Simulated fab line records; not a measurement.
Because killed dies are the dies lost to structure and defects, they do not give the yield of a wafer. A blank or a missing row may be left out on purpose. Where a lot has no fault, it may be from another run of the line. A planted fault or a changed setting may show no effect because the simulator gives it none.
The tool behind it: which one?    flow gf180mcu    Sampling: 11 lots, 33 wafers, 2 of 602 route steps

== WHAT EACH GAUGE READ, for each wafer ==
GF_M3_OVL_MEAS_15.
lot   measured      on          M3_OVL (nm)
L130  day 20 20:08  overlay-02  -5 -2 -10
L131  day 21 08:02  overlay-02  -2 0 5
L132  day 22 21:29  overlay-01  0 -11 -7
L138  day 24 06:46  overlay-01  9 9 2
L139  day 24 19:25  overlay-01  -2 6 -1
L146  day 27 00:46  overlay-02  8 8 14
L149  day 27 18:35  overlay-01  6 13 2
L150  day 28 01:11  overlay-02  -10 2 7
L151  day 28 06:40  overlay-01  21 14 14
L152  day 28 13:37  overlay-02  1 2 5
L153  day 28 21:25  overlay-02  -9 5 2

== WHICH TOOL RAN EACH LOT (tool, then ch and the chambers of the sampled wafers, then the start) ==
lot   GF_M3_SPUTTER_01
L130  pvdSputter-01, day 19 20:14
L131  pvdSputter-03, day 20 08:29
L132  pvdSputter-03, day 21 21:56
L138  pvdSputter-01, day 23 08:10
L139  pvdSputter-04, day 23 21:24
L146  pvdSputter-04, day 26 04:13
L149  pvdSputter-03, day 26 22:24
L150  pvdSputter-04, day 27 06:01
L151  pvdSputter-03, day 27 10:38
L152  pvdSputter-03, day 27 17:20
L153  pvdSputter-04, day 28 01:54
- GF_M3_SPUTTER_01: material TiN, target thk 30 nm, time 25 s.

== THE ANSWER, worked out from the rows above alone ==
Rule: the lots themselves supply what counts as usual. The widest of any qualifying gaps counts: lots, ordered by their means at a reading, are off when they make up no more than a third of the lots, leave a main group of 4 or more, and stand apart from it by 3 or more times the standard deviation of that group's means. A main group whose means are all the same, to the digits that the tables above print for the reading, isn't used. Also off: a lot with no number at a reading for which 4 or more lots have one. Where the step has rows for the other lots, those lots are counted as sound.
Nothing can be told from this: no lot is off at any reading shown.

== WHAT THE SIMULATOR HAD INSERTED ==
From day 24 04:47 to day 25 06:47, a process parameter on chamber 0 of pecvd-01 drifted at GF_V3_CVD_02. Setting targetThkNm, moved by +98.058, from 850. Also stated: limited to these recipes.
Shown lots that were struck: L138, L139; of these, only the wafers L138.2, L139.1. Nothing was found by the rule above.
